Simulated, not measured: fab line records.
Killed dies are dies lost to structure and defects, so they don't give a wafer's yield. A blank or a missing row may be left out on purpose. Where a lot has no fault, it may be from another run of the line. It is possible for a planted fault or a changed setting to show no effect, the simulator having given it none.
fab line records | flow sky130
record: lots: 11 | wafers: 33 | last-day: 50
route steps=708 shown DNWELL@43 SONOS_ONO@170 RES_PROTECT@214 POLY_CUT@318
lots that met no fault: from a run of the same line without faults
start-h: hours from the record's opening day to when the first of the lot's shown wafers began | wait-h: time in hours since the lot's previous step | " repeats the value in the row above | L1.1+2: a single row standing in for several wafers | - no value present, or no start provided | * or withheld: withheld | < > ~ a bound
route shown NAME@n: a module of which the file shows steps, and the number in the route of the first | usual: average and standard deviation across the fault-free wafers | same: alike in all rows | chamber/n: place in a boat | sites: readings site by site | _std_site: standard deviation across them | _edge_site: outer sites' mean less inner sites' | radius-mm: for every site, how far away it sits from the centre of the wafer | mask NAME#n: copy n | behind: the tool/chamber that last shaped the wafer | hold: the reason the lot was held/the length of the hold in hours/how it ended | device: the transistor (n, p or np) that didn't switch | end of line: tests of these same wafers at the route's end | a step given without rows: its recipe and nothing more | killed: dies that structure and defects cost at the first sort, which is not the same as the wafer's yield | map: a wafer's dies, x killed, . not, _ none there
set.NAME: the setting as run; set.NAME@STEP: as run at that earlier step | model.NAME: the simulator's own value behind a step, which no gauge read
the route's steps for a sample of lots (tables are steps, rows are wafers)
services: when a tool's chamber went out of use (start-h, in hours from the record's first day, below 0 if earlier), for how many hours, and the reason
== steps ==
step: SKY_DNWELL_STRIP_08
recipe: chemistry: O2/N2 | power-w: 1400 | pressure-mtorr: 1500 | platen-temp-c: withheld | o2-flow-sccm: 3000 | n2-flow-sccm: 300 | overash-fraction: 0.5
usual: drypump-motor-current-A: 5.9/0.63 | n2-flow-sccm: 300.1/0.77 | oes-product-au: 0.722/0.0042 | strip-time-to-endpoint-s: 36.94/0.092
lot.wafer | tool            | chamber | start-h | wait-h | drypump-motor-current-A | n2-flow-sccm | oes-product-au | rf-hours-counter-h | strip-time-to-endpoint-s
L932.1    | plasma-asher-01 | 1       | 68.85   | 0.1    | 5.0                     | 299.6        | 0.725          | 39                 | 37.06
L932.4    | "               | 0       | "       | "      | 6.5                     | 299.9        | 0.725          | -                  | 37.07
L932.6    | "               | 1       | "       | "      | 5.1                     | 299.7        | 0.725          | -                  | 36.91
L933.2    | plasma-asher-04 | 1       | 74.65   | 0.1    | 6.2                     | 300.1        | 0.723          | 20                 | 36.75
L933.4    | "               | 1       | "       | "      | 6.2                     | 300.0        | 0.725          | -                  | 36.78
L933.5    | "               | 1       | "       | "      | 6.2                     | 300.0        | 0.729          | -                  | 36.85
L935.3    | plasma-asher-04 | 1       | 83.31   | 0.1    | 6.2                     | 300.9        | 0.726          | -                  | 36.91
L935.4    | "               | 0       | "       | "      | 6.4                     | 300.3        | 0.724          | -                  | 36.88
L935.6    | "               | 0       | "       | "      | 6.4                     | 299.0        | 0.724          | -                  | 36.85
L936.3    | plasma-asher-04 | 1       | 90.54   | 0.1    | 6.2                     | 301.3        | 0.717          | -                  | 36.92
L936.4    | "               | 0       | "       | "      | 6.4                     | 299.8        | 0.726          | -                  | 36.95
L936.5    | "               | 1       | "       | "      | 6.2                     | 301.5        | 0.721          | -                  | 36.86
L937.3    | plasma-asher-02 | 0       | 95.18   | 0.2    | 6.1                     | 301.0        | 0.715          | -                  | 36.95
L937.4    | "               | 1       | "       | "      | 4.8                     | 298.8        | 0.720          | -                  | 36.94
L937.6    | "               | 0       | "       | "      | 6.1                     | 300.4        | 0.722          | -                  | 36.96
L939.2    | plasma-asher-04 | 1       | 104.45  | 0.2    | 6.2                     | 298.5        | 0.721          | 23                 | 36.98
L939.3    | "               | 0       | "       | "      | 6.4                     | 301.2        | 0.725          | -                  | 36.96
L939.5    | "               | 1       | "       | "      | 6.2                     | 298.5        | 0.721          | -                  | 36.86
L941.2    | plasma-asher-01 | 0       | 123.90  | 0.1    | 6.5                     | 298.7        | 0.716          | 1                  | 36.94
L941.4    | "               | 0       | "       | "      | 6.5                     | 299.6        | 0.722          | -                  | 36.95
L941.5    | "               | 0       | "       | "      | 6.5                     | 300.3        | 0.721          | -                  | 36.94
L945.1    | plasma-asher-01 | 1       | 139.80  | 0.1    | 5.1                     | 300.0        | 0.728          | 3                  | 37.00
L945.2    | "               | 0       | "       | "      | 6.5                     | 299.2        | 0.725          | 3                  | 36.98
L945.6    | "               | 0       | "       | "      | 6.5                     | 300.0        | 0.727          | -                  | 37.01
L950.4    | plasma-asher-04 | 0       | 166.73  | 0.1    | 6.4                     | 299.9        | 0.724          | -                  | 36.92
L950.5    | "               | 1       | "       | "      | 6.2                     | 300.4        | 0.725          | -                  | 36.99
L950.6    | "               | 0       | "       | "      | 6.4                     | 301.2        | 0.720          | -                  | 37.01
L951.3    | plasma-asher-04 | 1       | 173.36  | 0.1    | 6.2                     | 300.4        | 0.723          | -                  | 36.78
L951.4    | "               | 0       | "       | "      | 6.4                     | 299.5        | 0.727          | -                  | 36.75
L951.6    | "               | 1       | "       | "      | 6.2                     | 301.1        | 0.726          | -                  | 36.80
L952.2    | plasma-asher-01 | 0       | 179.30  | 0.1    | 6.5                     | 300.3        | 0.715          | 7                  | 37.00
L952.3    | "               | 1       | "       | "      | 5.0                     | 300.2        | 0.720          | -                  | 37.03
L952.5    | "               | 1       | "       | "      | 5.0                     | 300.8        | 0.724          | -                  | 36.89
step: SKY_SONOS_ONO_CVD_02
recipe: material: Si3N4 | precursor: DCS/NH3 | target-thk-nm: 10.5 | temp-c: 770 | time-s: 175 | pressure-mtorr: 250
usual: zone-power-lower-pct: 11.91/0.21
lot.wafer | tool     | chamber | start-h | wait-h | zone-power-lower-pct
L932.1    | lpcvd-02 | 1       | 276.88  | 0.1    | 12.16
L932.4    | "        | 1       | "       | "      | 12.26
L932.6    | "        | 1       | "       | "      | 12.07
L933.2    | lpcvd-02 | 1       | 281.18  | 0.0    | 12.19
L933.4    | "        | 1       | "       | "      | 11.74
L933.5    | "        | 1       | "       | "      | 12.08
L935.3    | lpcvd-02 | 1       | 294.95  | 0.2    | 11.96
L935.4    | "        | 1       | "       | "      | 12.11
L935.6    | "        | 1       | "       | "      | 11.83
L936.3    | lpcvd-02 | 0       | 312.05  | 0.0    | 11.64
L936.4    | "        | 0       | "       | "      | 11.83
L936.5    | "        | 0       | "       | "      | 11.68
L937.3    | lpcvd-02 | 1       | 318.26  | 0.5    | 12.07
L937.4    | "        | 1       | "       | "      | 12.12
L937.6    | "        | 1       | "       | "      | 12.14
L939.2    | lpcvd-02 | 1       | 335.68  | 0.0    | 12.06
L939.3    | "        | 1       | "       | "      | 12.15
L939.5    | "        | 1       | "       | "      | 11.94
L941.2    | lpcvd-02 | 0       | 355.49  | 0.5    | 11.61
L941.4    | "        | 0       | "       | "      | 11.59
L941.5    | "        | 0       | "       | "      | 11.62
L945.1    | lpcvd-02 | 1       | 380.70  | 0.3    | 11.96
L945.2    | "        | 1       | "       | "      | 12.02
L945.6    | "        | 1       | "       | "      | 12.13
L950.4    | lpcvd-02 | 0       | 418.83  | 1.9    | 11.53
L950.5    | "        | 0       | "       | "      | 11.74
L950.6    | "        | 0       | "       | "      | 11.55
L951.3    | lpcvd-02 | 1       | 429.29  | 1.0    | 11.94
L951.4    | "        | 1       | "       | "      | 11.94
L951.6    | "        | 1       | "       | "      | 12.09
L952.2    | lpcvd-02 | 1       | 437.22  | 0.5    | 11.95
L952.3    | "        | 1       | "       | "      | 11.91
L952.5    | "        | 1       | "       | "      | 11.87
step: SKY_SONOS_ONO_THK_MEAS_03
recipe: reads: Si3N4_of_SONOS_ONO_CVD_02
usual: SONOS_ONO_CVD_02_THK: 10.12/0.13
lot.wafer | tool          | chamber | start-h | wait-h | hold                     | SONOS_ONO_CVD_02_THK[nm]
L932.1    | film-metro-01 | -       | 278.46  | 0.0    | -                        | 10.02
L932.4    | "             | -       | "       | "      | -                        | 10.07
L932.6    | "             | -       | "       | "      | -                        | 10.13
L933.2    | film-metro-03 | -       | 282.24  | 0.0    | -                        | 9.96
L933.4    | "             | -       | "       | "      | -                        | 9.93
L933.5    | "             | -       | "       | "      | -                        | 9.87
L935.3    | film-metro-03 | -       | 296.02  | 0.0    | -                        | 10.04
L935.4    | "             | -       | "       | "      | -                        | 10.11
L935.6    | "             | -       | "       | "      | -                        | 10.16
L936.3    | film-metro-02 | -       | 313.12  | 0.0    | -                        | 10.22
L936.4    | "             | -       | "       | "      | -                        | 10.11
L936.5    | "             | -       | "       | "      | -                        | 10.07
L937.3    | film-metro-02 | -       | 319.33  | 0.0    | -                        | 10.21
L937.4    | "             | -       | "       | "      | -                        | 10.27
L937.6    | "             | -       | "       | "      | -                        | 10.39
L939.2    | film-metro-01 | -       | 336.74  | 0.0    | -                        | 10.17
L939.3    | "             | -       | "       | "      | -                        | 9.92
L939.5    | "             | -       | "       | "      | -                        | 10.14
L941.2    | film-metro-02 | -       | 356.55  | 0.0    | -                        | 10.11
L941.4    | "             | -       | "       | "      | -                        | 10.10
L941.5    | "             | -       | "       | "      | -                        | 10.26
L945.1    | film-metro-01 | -       | 381.75  | 0.0    | -                        | 10.01
L945.2    | "             | -       | "       | "      | -                        | 9.99
L945.6    | "             | -       | "       | "      | -                        | 10.16
L950.4    | film-metro-03 | -       | 419.91  | 0.0    | await-dispo/0.2h/release | 7.39
L950.5    | "             | -       | "       | "      | await-dispo/0.2h/release | 7.59
L950.6    | "             | -       | "       | "      | await-dispo/0.2h/release | 7.39
L950.4    | film-metro-03 | -       | 420.14  | 0.2    | -                        | 7.40
L950.5    | "             | -       | "       | "      | -                        | 7.57
L950.6    | "             | -       | "       | "      | -                        | 7.45
L951.3    | film-metro-02 | -       | 430.36  | 0.0    | await-dispo/0.2h/release | 7.41
L951.4    | "             | -       | "       | "      | await-dispo/0.2h/release | 7.50
L951.6    | "             | -       | "       | "      | await-dispo/0.2h/release | 7.34
L951.3    | film-metro-02 | -       | 430.59  | 0.2    | -                        | 7.46
L951.4    | "             | -       | "       | "      | -                        | 7.48
L951.6    | "             | -       | "       | "      | -                        | 7.33
L952.2    | film-metro-03 | -       | 438.28  | 0.0    | await-dispo/0.2h/release | 7.44
L952.3    | "             | -       | "       | "      | await-dispo/0.2h/release | 7.45
L952.5    | "             | -       | "       | "      | await-dispo/0.2h/release | 7.51
L952.2    | film-metro-03 | -       | 438.51  | 0.2    | -                        | 7.38
L952.3    | "             | -       | "       | "      | -                        | 7.49
L952.5    | "             | -       | "       | "      | -                        | 7.64
step: SKY_RES_PROTECT_STRIP_07
recipe: chemistry: O2/N2 | power-w: 1400 | pressure-mtorr: 1500 | platen-temp-c: withheld | o2-flow-sccm: 3000 | n2-flow-sccm: 300 | overash-fraction: 0.5
usual: drypump-motor-current-A: 5.8/0.52 | n2-flow-sccm: 300.0/0.99 | oes-product-au: 0.519/0.0046 | strip-time-to-endpoint-s: 23.17/0.044
lot.wafer | tool            | chamber | start-h | wait-h | drypump-motor-current-A | n2-flow-sccm | oes-product-au | rf-hours-counter-h | strip-time-to-endpoint-s
L932.1    | plasma-asher-03 | 1       | 368.96  | 0.1    | 5.8                     | 300.3        | 0.519          | 69                 | 23.08
L932.4    | "               | 0       | "       | "      | 5.5                     | 300.1        | 0.520          | -                  | 23.12
L932.6    | "               | 1       | "       | "      | 5.8                     | 299.3        | 0.522          | -                  | 23.14
L933.2    | plasma-asher-01 | 1       | 369.74  | 0.1    | 5.1                     | 301.2        | 0.525          | 27                 | 23.17
L933.4    | "               | 1       | "       | "      | 5.1                     | 300.8        | 0.523          | -                  | 23.20
L933.5    | "               | 0       | "       | "      | 6.5                     | 300.0        | 0.519          | -                  | 23.20
L935.3    | plasma-asher-01 | 1       | 388.40  | 0.1    | 5.0                     | 298.4        | 0.511          | -                  | 23.19
L935.4    | "               | 0       | "       | "      | 6.6                     | 299.5        | 0.526          | -                  | 23.14
L935.6    | "               | 1       | "       | "      | 5.0                     | 298.7        | 0.516          | -                  | 23.22
L936.3    | plasma-asher-01 | 1       | 415.94  | 0.1    | 5.0                     | 299.2        | 0.514          | -                  | 23.23
L936.4    | "               | 0       | "       | "      | 6.5                     | 300.3        | 0.518          | -                  | 23.23
L936.5    | "               | 0       | "       | "      | 6.5                     | 298.4        | 0.521          | -                  | 23.21
L937.3    | plasma-asher-03 | 1       | 416.24  | 0.1    | 5.8                     | 301.2        | 0.520          | -                  | 23.18
L937.4    | "               | 0       | "       | "      | 5.4                     | 299.5        | 0.522          | -                  | 23.19
L937.6    | "               | 0       | "       | "      | 5.5                     | 300.4        | 0.527          | -                  | 23.24
L939.2    | plasma-asher-04 | 0       | 428.16  | 0.1    | 6.4                     | 301.5        | 0.514          | 51                 | 23.18
L939.3    | "               | 1       | "       | "      | 6.2                     | 301.0        | 0.519          | -                  | 23.13
L939.5    | "               | 1       | "       | "      | 6.2                     | 301.7        | 0.513          | -                  | 23.14
L941.2    | plasma-asher-03 | 0       | 452.75  | 0.1    | 5.5                     | 298.9        | 0.517          | 2                  | 23.20
L941.4    | "               | 1       | "       | "      | 5.8                     | 299.8        | 0.517          | -                  | 23.28
L941.5    | "               | 1       | "       | "      | 5.8                     | 299.7        | 0.520          | -                  | 23.25
L945.1    | plasma-asher-01 | 1       | 479.64  | 0.1    | 5.0                     | 299.2        | 0.525          | 38                 | 23.23
L945.2    | "               | 0       | "       | "      | 6.5                     | 298.4        | 0.520          | 38                 | 23.17
L945.6    | "               | 1       | "       | "      | 5.1                     | 299.4        | 0.518          | -                  | 23.19
L950.4    | plasma-asher-03 | 0       | 518.36  | 0.1    | 5.4                     | 301.7        | 0.518          | -                  | 23.20
L950.5    | "               | 0       | "       | "      | 5.4                     | 300.2        | 0.527          | -                  | 23.22
L950.6    | "               | 1       | "       | "      | 5.9                     | 299.7        | 0.528          | -                  | 23.21
L951.3    | plasma-asher-04 | 1       | 527.60  | 0.1    | 6.2                     | 299.3        | 0.519          | -                  | 23.12
L951.4    | "               | 0       | "       | "      | 6.4                     | 299.1        | 0.515          | -                  | 23.16
L951.6    | "               | 0       | "       | "      | 6.4                     | 298.3        | 0.525          | -                  | 23.14
L952.2    | plasma-asher-03 | 1       | 534.60  | 0.1    | 5.8                     | 299.8        | 0.516          | 10                 | 23.18
L952.3    | "               | 0       | "       | "      | 5.4                     | 298.7        | 0.524          | -                  | 23.17
L952.5    | "               | 1       | "       | "      | 5.8                     | 299.1        | 0.511          | -                  | 23.09
step: SKY_POLY_CUT_ETCH_11
recipe: target: Si3N4 | chemistry: CF4/CH2F2/Ar | stop-on: poly-Si | source-w: 600 | bias-w: 150 | pressure-mtorr: 40 | cf4-flow-sccm: 40 | ch2f2-flow-sccm: 20 | Ar_flow_sccm: 150 | time-s: 42.5 | target-depth-a: 600
usual: drypump-motor-current-A: 5.6/0.43 | oes-product-au: 0.827/0.0067 | throttle-valve-pct: 14.994/0.0097
lot.wafer | tool        | chamber | start-h | wait-h | drypump-motor-current-A | oes-product-au | rf-hours-counter-h | throttle-valve-pct
L932.1    | rie-diel-01 | 3       | 587.27  | 0.0    | 5.6                     | 0.830          | 56                 | 14.996
L932.4    | "           | 1       | "       | "      | 5.2                     | 0.824          | 12                 | 14.999
L932.6    | "           | 1       | "       | "      | 5.2                     | 0.822          | -                  | 15.002
L933.2    | rie-diel-02 | 2       | 589.22  | 0.0    | 5.3                     | 0.829          | 52                 | 14.994
L933.4    | "           | 1       | "       | "      | 6.0                     | 0.832          | 11                 | 15.018
L933.5    | "           | 3       | "       | "      | 5.2                     | 0.836          | -                  | 14.992
L935.3    | rie-diel-03 | 3       | 608.87  | 0.0    | 5.1                     | 0.836          | 53                 | 14.994
L935.4    | "           | 2       | "       | "      | 6.1                     | 0.836          | 10                 | 15.005
L935.6    | "           | 2       | "       | "      | 6.1                     | 0.843          | -                  | 15.005
L936.3    | rie-diel-01 | 1       | 637.35  | 0.0    | 5.3                     | 0.818          | 13                 | 15.003
L936.4    | "           | 2       | "       | "      | 6.3                     | 0.819          | 36                 | 14.995
L936.5    | "           | 1       | "       | "      | 5.3                     | 0.828          | -                  | 14.988
L937.3    | rie-diel-02 | 0       | 637.52  | 0.0    | 5.3                     | 0.818          | 25                 | 14.987
L937.4    | "           | 1       | "       | "      | 6.0                     | 0.823          | 12                 | 14.998
L937.6    | "           | 2       | "       | "      | 5.3                     | 0.835          | -                  | 14.990
L939.2    | rie-diel-01 | 0       | 647.42  | 0.0    | 5.8                     | 0.819          | 1                  | 14.996
L939.3    | "           | 2       | "       | "      | 6.3                     | 0.832          | 36                 | 15.006
L939.5    | "           | 0       | "       | "      | 5.8                     | 0.834          | -                  | 14.998
L941.2    | rie-diel-01 | 0       | 668.56  | 0.0    | 5.8                     | 0.836          | 1                  | 14.995
L941.4    | "           | 1       | "       | "      | 5.2                     | 0.834          | 14                 | 14.990
L941.5    | "           | 0       | "       | "      | 5.8                     | 0.832          | -                  | 14.980
L945.1    | rie-diel-01 | 1       | 693.23  | 0.0    | 5.2                     | 0.816          | 15                 | 15.004
L945.2    | "           | 2       | "       | "      | 6.3                     | 0.823          | 37                 | 14.980
L945.6    | "           | 1       | "       | "      | 5.2                     | 0.816          | -                  | 14.975
L950.4    | rie-diel-01 | 1       | 726.52  | 0.0    | 5.2                     | 0.831          | -                  | 14.998
L950.5    | "           | 2       | "       | "      | 6.3                     | 0.822          | -                  | 14.990
L950.6    | "           | 3       | "       | "      | 5.7                     | 0.827          | -                  | 14.985
L951.3    | rie-diel-03 | 0       | 733.35  | 0.0    | 5.3                     | 0.832          | 6                  | 14.994
L951.4    | "           | 3       | "       | "      | 5.1                     | 0.829          | 0                  | 14.988
L951.6    | "           | 1       | "       | "      | 6.3                     | 0.826          | -                  | 14.984
L952.2    | rie-diel-02 | 3       | 745.40  | 0.0    | 5.2                     | 0.815          | 37                 | 14.987
L952.3    | "           | 0       | "       | "      | 5.3                     | 0.838          | 28                 | 14.992
L952.5    | "           | 3       | "       | "      | 5.2                     | 0.824          | -                  | 15.009
== services ==
tool            | chamber | start-h | hours | kind
plasma-asher-04 | -       | 64.77   | 2.8   | pm
plasma-asher-01 | -       | 108.75  | 9.0   | pm
plasma-asher-01 | -       | 111.70  | 0.6   | repair
rie-diel-01     | 2       | 124.13  | 4.0   | repair
plasma-asher-03 | -       | 129.48  | 10.0  | repair
lpcvd-02        | -       | 156.59  | 0.3   | repair
rie-diel-01     | 1       | 173.54  | 8.0   | repair
plasma-asher-04 | -       | 213.94  | 14.6  | pm
rie-diel-01     | 2       | 299.64  | 7.2   | repair
plasma-asher-04 | -       | 307.60  | 28.1  | pm
rie-diel-01     | 2       | 350.96  | 7.2   | repair
rie-diel-01     | 2       | 379.15  | 2.3   | repair
rie-diel-01     | -       | 399.39  | 1.0   | repair
rie-diel-01     | -       | 400.42  | 4.0   | pm
rie-diel-01     | 1       | 457.33  | 5.3   | repair
rie-diel-01     | 0       | 462.47  | 4.1   | repair
plasma-asher-04 | -       | 468.96  | 1.8   | repair
plasma-asher-04 | -       | 472.27  | 0.7   | repair
rie-diel-01     | -       | 490.17  | 71.9  | repair
plasma-asher-01 | -       | 510.23  | 1.9   | repair
plasma-asher-04 | -       | 538.56  | 1.7   | repair
lpcvd-02        | -       | 680.92  | 1.5   | repair
rie-diel-01     | 0       | 684.28  | 77.1  | repair
rie-diel-01     | 3       | 700.72  | 7.2   | repair
== key ==
first-sign: step: SKY_SONOS_ONO_THK_MEAS_03 | reading: visit | direction: added
effect: step: SKY_SONOS_ONO_THK_MEAS_03 | reading: SONOS_ONO_CVD_02_THK | direction: down | sigmas: 20 | usual: 10.12 | struck: 7.45
met-at SKY_SONOS_ONO_CVD_02
struck-lots L950,L951,L952
tester-left-out L950,L951,L952
not-acting-at SKY_DNWELL_STRIP_08,SKY_RES_PROTECT_STRIP_07,SKY_POLY_CUT_ETCH_11
onset-between 380.70 418.83
also-fits time
fault: kind: process-parameter-drift | tool: lpcvd-02 | chamber: - | onset-h: 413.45 | steps: SKY_SONOS_ONO_CVD_02 | channel: target-thk-nm | offset: -2.7116 | shape: step | end-h: 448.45 | acts-in: these-recipes-only | stated: 10.5
tester-left-out: of these lots the tester's yield and bins aren't shown, on N5 and GAA mostly nor the transistor test; their killed dies are dies lost to structure and defects alone, not to doping, threshold or leakage, so they don't give the yield
